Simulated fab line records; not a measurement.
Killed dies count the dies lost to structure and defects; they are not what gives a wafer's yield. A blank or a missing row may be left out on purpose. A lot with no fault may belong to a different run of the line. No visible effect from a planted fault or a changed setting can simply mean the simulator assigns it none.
The tool behind it: which one? | flow sky130 | Sampling: 24 lots, 72 wafers, 6 of 708 route steps

== WHAT THE GAUGES READ, wafer by wafer ==
SKY_CONTACT_RS_MEAS_25: the measuring method here is four-point-probe. Usual: CONTACT_W_RS 0.337 ohm/sq, standard deviation 0.0045.
lot  | measured     | on            | CONTACT_W_RS (ohm/sq) | flag
L074 | day 31 21:09 | film-metro-01 | 0.339 0.348 0.343     |
L075 | day 32 06:18 | film-metro-03 | 0.337 0.340 0.333     |
L077 | day 33 02:56 | film-metro-03 | 0.333 0.343 0.332     |
L076 | day 33 08:34 | film-metro-03 | 0.331 0.328 0.339     |
L078 | day 33 16:19 | film-metro-01 | 0.330 0.334 0.333     |
L079 | day 33 16:44 | film-metro-01 | 0.342 0.339 0.327     |
L080 | day 34 01:02 | film-metro-03 | 0.331 0.340 0.339     |
L081 | day 34 11:19 | film-metro-01 | 0.340 0.342 0.338     |
L082 | day 34 21:41 | film-metro-02 | 0.340 0.340 0.344     |
L083 | day 35 03:44 | film-metro-02 | 0.334 0.338 0.335     |
L084 | day 35 10:45 | film-metro-03 | 0.335 0.338 0.343     |
L085 | day 35 22:58 | film-metro-01 | 0.344 0.341 0.334     |
L086 | day 36 03:19 | film-metro-02 | 0.338 0.335 0.337     |
L087 | day 36 09:10 | film-metro-01 | 0.345 0.343 0.342     |
L088 | day 36 17:47 | film-metro-01 | 0.336 0.336 0.333     |
L089 | day 36 23:53 | film-metro-01 | 0.329 0.336 0.340     |
L090 | day 37 09:25 | film-metro-03 | 0.330 0.331 0.330     |
L091 | day 37 14:33 | film-metro-02 | 0.335 0.332 0.339     |
L092 | day 37 21:18 | film-metro-03 | 0.338 0.340 0.341     |
L093 | day 38 00:28 | film-metro-03 | 0.339 0.332 0.345     |
L094 | day 38 06:33 | film-metro-01 | 0.330 0.341 0.341     |
L095 | day 38 13:43 | film-metro-03 | 0.339 0.337 0.335     |
L096 | day 38 17:55 | film-metro-02 | 0.336 0.342 0.341     |
L097 | day 39 09:29 | film-metro-03 | 0.344 0.341 0.341     |

SKY_METAL2_OVL_MEAS_16. Usual: METAL2_OVL -2 nm, standard deviation 4.9.
lot  | measured     | on         | METAL2_OVL (nm) | flag
L074 | day 35 04:21 | overlay-02 | 3 3 5           |
L075 | day 35 11:58 | overlay-01 | -7 -2 -8        |
L077 | day 36 08:32 | overlay-02 | -4 -1 -1        |
L076 | day 36 14:35 | overlay-01 | 1 2 -2          |
L078 | day 36 21:10 | overlay-02 | -9 -3 -12       |
L079 | day 36 23:04 | overlay-02 | -8 -5 -8        |
L080 | day 37 08:01 | overlay-01 | 7 6 -2          |
L081 | day 37 18:19 | overlay-01 | 5 -2 -4         |
L082 | day 38 03:31 | overlay-01 | -6 0 -2         |
L083 | day 38 15:50 | overlay-01 | -4 -6 -7        |
L084 | day 38 18:17 | overlay-02 | 7 6 5           |
L085 | day 39 07:34 | overlay-02 | -2 -3 1         |
L086 | day 39 10:28 | overlay-02 | -1 -11 -8       |
L087 | day 39 17:19 | overlay-01 | -3 -5 -2        |
L088 | day 40 05:38 | overlay-01 | 2 -6 5          |
L089 | day 40 08:05 | overlay-02 | -6 -5 -5        |
L090 | day 40 16:43 | overlay-02 | -5 -3 -4        |
L091 | day 40 22:34 | overlay-02 | -2 -3 -1        |
L092 | day 41 07:25 | overlay-01 | 0 -3 -3         |
L093 | day 41 08:29 | overlay-02 | 2 -5 1          |
L094 | day 41 13:10 | overlay-02 | 12 3 4          |
L095 | day 41 18:58 | overlay-02 | -7 -1 -7        |
L096 | day 41 23:09 | overlay-02 | 0 0 0           |
L097 | day 42 14:58 | overlay-02 | -3 4 -4         |

SKY_CAPM_OVL_MEAS_12. Usual: CAPM_OVL -0.5 nm, standard deviation 1.4.
lot  | measured     | on         | CAPM_OVL (nm)  | flag
L074 | day 37 11:05 | overlay-02 | -0.6 -2.0 -1.6 |
L075 | day 37 19:11 | overlay-01 | 2.2 1.6 -0.8   |
L077 | day 38 14:41 | overlay-02 | 1.2 -0.7 0.2   |
L076 | day 38 20:58 | overlay-01 | -0.3 0.2 1.4   |
L078 | day 39 02:56 | overlay-02 | -1.3 -1.9 -0.7 |
L079 | day 39 04:59 | overlay-01 | -1.1 -0.7 -1.4 |
L080 | day 39 13:29 | overlay-02 | 2.0 -0.6 0.9   |
L081 | day 39 21:20 | overlay-01 | 0.2 0.9 0.6    |
L082 | day 40 09:02 | overlay-01 | 0.1 1.5 -0.7   |
L083 | day 40 19:59 | overlay-02 | -0.7 -2.5 -2.3 |
L084 | day 40 23:40 | overlay-01 | 1.3 1.3 0.4    |
L085 | day 41 12:41 | overlay-02 | -3.7 -2.4 -3.3 |
L086 | day 41 14:44 | overlay-01 | -0.8 -1.5 -1.8 |
L087 | day 41 19:26 | overlay-01 | 0.2 -2.5 -0.3  |
L088 | day 42 09:13 | overlay-01 | -2.4 -1.3 -1.0 |
L089 | day 42 11:58 | overlay-01 | -2.1 -3.3 -1.0 |
L090 | day 42 19:56 | overlay-01 | -0.2 0.2 0.0   |
L091 | day 43 00:32 | overlay-01 | -0.8 -1.5 0.6  |
L092 | day 43 08:17 | overlay-02 | 0.1 -0.5 -2.0  |
L093 | day 43 11:16 | overlay-01 | 0.2 1.0 1.6    |
L094 | day 43 14:17 | overlay-02 | -1.5 -0.5 0.8  |
L095 | day 43 21:23 | overlay-01 | -1.5 -1.9 -2.5 |
L096 | day 43 23:17 | overlay-01 | 0.2 -0.3 1.9   |
L097 | day 44 15:32 | overlay-01 | -2.3 -1.5 -1.4 |

== WHAT TOOL EACH LOT RAN ON (gives the tool, then ch and the chambers of the sampled wafers, and finally the start) ==
lot  | SKY_CONTACT_CVD_24            | SKY_VIA1_CMP_02               | SKY_METAL3_SPUTTER_03
L074 | cvd-w-01 ch 0,1, day 31 21:02 | cmp-02 ch 0,3, day 33 01:15   | pvd-sputter-02, day 36 08:51
L075 | cvd-w-02 ch 0,1, day 32 06:11 | cmp-01 ch 0,1,3, day 33 10:24 | pvd-sputter-03, day 36 17:06
L077 | cvd-w-02 ch 0,1, day 33 02:49 | cmp-01 ch 0,1,2, day 34 05:11 | pvd-sputter-03, day 37 13:02
L076 | cvd-w-02 ch 0,1, day 33 08:26 | cmp-02 ch 1,2, day 34 11:05   | pvd-sputter-02, day 37 19:38
L078 | cvd-w-02 ch 0,1, day 33 16:13 | cmp-02 ch 0,1, day 34 17:20   | pvd-sputter-04, day 38 01:57
L079 | cvd-w-02 ch 0,1, day 33 16:38 | cmp-02 ch 0,1, day 34 18:32   | pvd-sputter-03, day 38 03:46
L080 | cvd-w-02 ch 0,1, day 34 00:56 | cmp-01 ch 1,2, day 35 02:46   | pvd-sputter-03, day 38 12:11
L081 | cvd-w-02 ch 0, day 34 11:11   | cmp-01 ch 0,1,2, day 35 12:38 | pvd-sputter-02, day 38 20:44
L082 | cvd-w-01 ch 0,1, day 34 21:35 | cmp-02 ch 0,2,3, day 36 01:31 | pvd-sputter-04, day 39 08:13
L083 | cvd-w-02 ch 0,1, day 35 03:37 | cmp-01 ch 0,1,3, day 36 07:13 | pvd-sputter-04, day 39 19:43
L084 | cvd-w-02 ch 0,1, day 35 10:37 | cmp-02 ch 0,2,3, day 36 14:20 | pvd-sputter-02, day 39 22:18
L085 | cvd-w-01 ch 0, day 35 22:50   | cmp-02 ch 1,2,3, day 37 02:26 | pvd-sputter-03, day 40 12:15
L086 | cvd-w-02 ch 0,1, day 36 03:11 | cmp-02 ch 2,3, day 37 07:23   | pvd-sputter-04, day 40 14:04
L087 | cvd-w-01 ch 0,1, day 36 09:04 | cmp-02 ch 0,3, day 37 12:59   | pvd-sputter-03, day 40 20:33
L088 | cvd-w-01 ch 0,1, day 36 17:41 | cmp-01 ch 0,1,2, day 37 21:19 | pvd-sputter-03, day 41 09:16
L089 | cvd-w-02 ch 0,1, day 36 23:46 | cmp-01 ch 0,1,3, day 38 03:23 | pvd-sputter-02, day 41 12:17
L090 | cvd-w-02 ch 1, day 37 09:17   | cmp-01 ch 0,1,3, day 38 12:59 | pvd-sputter-02, day 41 19:53
L091 | cvd-w-02 ch 0,1, day 37 14:25 | cmp-01 ch 0,1, day 38 17:47   | pvd-sputter-02, day 42 00:38
L092 | cvd-w-01 ch 0,1, day 37 21:11 | cmp-02 ch 1,2, day 39 04:12   | pvd-sputter-04, day 42 09:31
L093 | cvd-w-02 ch 0,1, day 38 00:20 | cmp-01 ch 0,2,3, day 39 05:08 | pvd-sputter-03, day 42 11:37
L094 | cvd-w-02 ch 0,1, day 38 06:26 | cmp-02 ch 1,2, day 39 09:17   | pvd-sputter-04, day 42 15:17
L095 | cvd-w-01 ch 0,1, day 38 13:35 | cmp-02 ch 1,2,3, day 39 16:20 | pvd-sputter-03, day 42 21:55
L096 | cvd-w-02 ch 0,1, day 38 17:49 | cmp-01 ch 0,1,2, day 39 21:22 | pvd-sputter-04, day 43 01:13
L097 | cvd-w-01 ch 0,1, day 39 09:22 | cmp-01 ch 0,1,2, day 40 12:39 | pvd-sputter-02, day 43 16:48
- SKY_CONTACT_CVD_24: deposits W, target thk 340 nm, time 102.12 s.
- SKY_VIA1_CMP_02: polishes SiO2.
- SKY_METAL3_SPUTTER_03: material Ti, target thk 5 nm, time 3.3 s.

== WHAT THE TOOLS THEMSELVES READ (means of the sampled wafers that have a number; where no wafer has one, the mark that the record gives instead) ==
SKY_CONTACT_CVD_24. Usual: heater-power-w at 961 W, with a standard deviation of 110.
lot  | tool     | heater-power-w (W) | flag
L074 | cvd-w-01 | 887                |
L075 | cvd-w-02 | 1001               |
L077 | cvd-w-02 | 981                |
L076 | cvd-w-02 | 980                |
L078 | cvd-w-02 | 983                |
L079 | cvd-w-02 | 1048               |
L080 | cvd-w-02 | 1040               |
L081 | cvd-w-02 | 1104               |
L082 | cvd-w-01 | 886                |
L083 | cvd-w-02 | 1045               |
L084 | cvd-w-02 | 977                |
L085 | cvd-w-01 | 928                |
L086 | cvd-w-02 | 1051               |
L087 | cvd-w-01 | 858                |
L088 | cvd-w-01 | 889                |
L089 | cvd-w-02 | 1046               |
L090 | cvd-w-02 | 932                |
L091 | cvd-w-02 | 1029               |
L092 | cvd-w-01 | 892                |
L093 | cvd-w-02 | 1045               |
L094 | cvd-w-02 | 1054               |
L095 | cvd-w-01 | 836                |
L096 | cvd-w-02 | 1032               |
L097 | cvd-w-01 | 795                |

SKY_VIA1_CMP_02. Usual: motor-current-A at 11.8 A, with a standard deviation of 1.2.
lot  | tool   | motor-current-A (A) | flag
L074 | cmp-02 | 12.3                |
L075 | cmp-01 | 11.9                |
L077 | cmp-01 | 11.1                |
L076 | cmp-02 | 12.3                |
L078 | cmp-02 | 11.5                |
L079 | cmp-02 | 12.1                |
L080 | cmp-01 | 9.9                 |
L081 | cmp-01 | 11.3                |
L082 | cmp-02 | 12.8                |
L083 | cmp-01 | 11.7                |
L084 | cmp-02 | 12.3                |
L085 | cmp-02 | 12.6                |
L086 | cmp-02 | 12.6                |
L087 | cmp-02 | 12.2                |
L088 | cmp-01 | 11.0                |
L089 | cmp-01 | 11.5                |
L090 | cmp-01 | 11.8                |
L091 | cmp-01 | 11.8                |
L092 | cmp-02 | 13.1                |
L093 | cmp-01 | 11.4                |
L094 | cmp-02 | 12.8                |
L095 | cmp-02 | 13.0                |
L096 | cmp-01 | 10.9                |
L097 | cmp-01 | 10.4                |

SKY_METAL3_SPUTTER_03. Usual: throttle-valve-pct at 30.0 %, with a standard deviation of 1.
lot  | tool           | throttle-valve-pct (%) | flag
L074 | pvd-sputter-02 | 30.4                   |
L075 | pvd-sputter-03 | 29.8                   |
L077 | pvd-sputter-03 | 29.3                   |
L076 | pvd-sputter-02 | 29.9                   |
L078 | pvd-sputter-04 | 29.9                   |
L079 | pvd-sputter-03 | 30.6                   |
L080 | pvd-sputter-03 | 30.9                   |
L081 | pvd-sputter-02 | 30.0                   |
L082 | pvd-sputter-04 | 29.7                   |
L083 | pvd-sputter-04 | 29.6                   |
L084 | pvd-sputter-02 | 30.2                   |
L085 | pvd-sputter-03 | 29.8                   |
L086 | pvd-sputter-04 | 29.1                   |
L087 | pvd-sputter-03 | 29.9                   |
L088 | pvd-sputter-03 | 29.7                   |
L089 | pvd-sputter-02 | 29.9                   |
L090 | pvd-sputter-02 | 30.7                   |
L091 | pvd-sputter-02 | 30.3                   |
L092 | pvd-sputter-04 | 29.8                   |
L093 | pvd-sputter-03 | 30.4                   |
L094 | pvd-sputter-04 | 29.6                   |
L095 | pvd-sputter-03 | 30.5                   |
L096 | pvd-sputter-04 | 29.4                   |
L097 | pvd-sputter-02 | 31.2                   |

== THE ANSWER, worked out from the rows above alone ==
Rule: lot off if the mean of its wafers having a number is beyond 3 standard deviations from the usual mean. Also off: a lot with no number at a reading for which 4 or more lots have one. The other lots that the step has rows for count as sound. After the gauges, taken in route order, come the tools' own readings; for these a lot's mean is taken, as printed above. At the first step where some lot is off, the reading lying furthest off is the one used; lots without a number count as furthest.
Nothing can be told from this: no lot is off at any reading shown.

== WHAT THE SIMULATOR HAD PUT IN ==
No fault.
